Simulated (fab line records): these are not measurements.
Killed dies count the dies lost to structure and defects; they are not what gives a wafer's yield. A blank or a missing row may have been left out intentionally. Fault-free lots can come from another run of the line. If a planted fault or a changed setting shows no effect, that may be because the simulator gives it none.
Problem report in the 8D (eight disciplines) form, filled by code | flow sky130 | the parts of the form that need people (team, actions taken, sign-off) are left out

== 1. THE PROBLEM ==
beam_energy_keV at SKY_VT_ADJUST_LVTN_IMPLANT_19 reads a mean of 30.678 on 6 wafers of 2 lots; wafers without a fault read 29.997 with a standard deviation of 0.01. Relative to the usual mean, that is a shift of +68 standard deviations.
First observed at day 11 02:49: wafer L973.1, on implanter-02. The record has a number at this step for 39 wafers belonging to 13 lots. Rule for "out", or "out of limits": more than 4 standard deviations from the usual mean. The other wafers with a number count as sound.

== 2. WHAT THIS IS AND IS NOT ==
question                    | is                     | is not
which readings at this step | beam_energy_keV        | -
which lots                  | L973, L975             | L961, L962, L963, L964, L965, L966, L977, L979, L981, L983, L984
which wafers of those lots  | all that have a number | -
read on which tools         | implanter-02           | implanter-03, implanter-04
when                        | from day 11 02:49      | up to then (18 sound wafers); but 15 sound wafers of L977, L979, L981, L983, L984 came after

== 3. WHAT RULES OUT EACH SUSPECT ==
Counting: a tool stays on the suspect list if, at a process step up to the reading, it processed all lots that are out and no sound lot following the first of them.
- implanter-02 at SKY_VT_ADJUST_LVTN_IMPLANT_19: ruled out as a lasting fault. After its first lot that is out, L973 (day 11 02:49), sound lots L983, L984 ran on it.
Left after counting: nothing in the record.

== 4. THE CAUSE (what the simulator had put in) ==
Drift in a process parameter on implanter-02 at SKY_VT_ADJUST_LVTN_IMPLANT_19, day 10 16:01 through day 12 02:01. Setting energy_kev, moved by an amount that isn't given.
Counting ruled it out, wrongly.

== 5. THE CHAIN OF EFFECTS, in route order ==
Each row: a reading whose mean over the struck wafers that have a number lies more than 3 standard deviations from the usual. Scope: only readings with a usual standard deviation given in the record; hours: median across lots of the time from each lot's start at the first step in this table that gives one to its start at this step; sigmas: change in usual standard deviations.
hours | step                          | reading         | usual  | on struck wafers | change | sigmas
0     | SKY_VT_ADJUST_LVTN_IMPLANT_19 | beam_energy_keV | 29.997 | 30.678           | +0.681 | +68
The process steps in it:
- SKY_VT_ADJUST_LVTN_IMPLANT_19
At these later measuring or inspecting steps, every struck wafer for which the step has a row has a number for every such reading, and none has moved that far: SKY_SONOS_ONO_THK_MEAS_03.

== 6. HOW IT WOULD HAVE BEEN CAUGHT EARLIER ==
In this record no reading fell out of limits until day 11 02:49, 11 hours after the fault had begun at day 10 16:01.
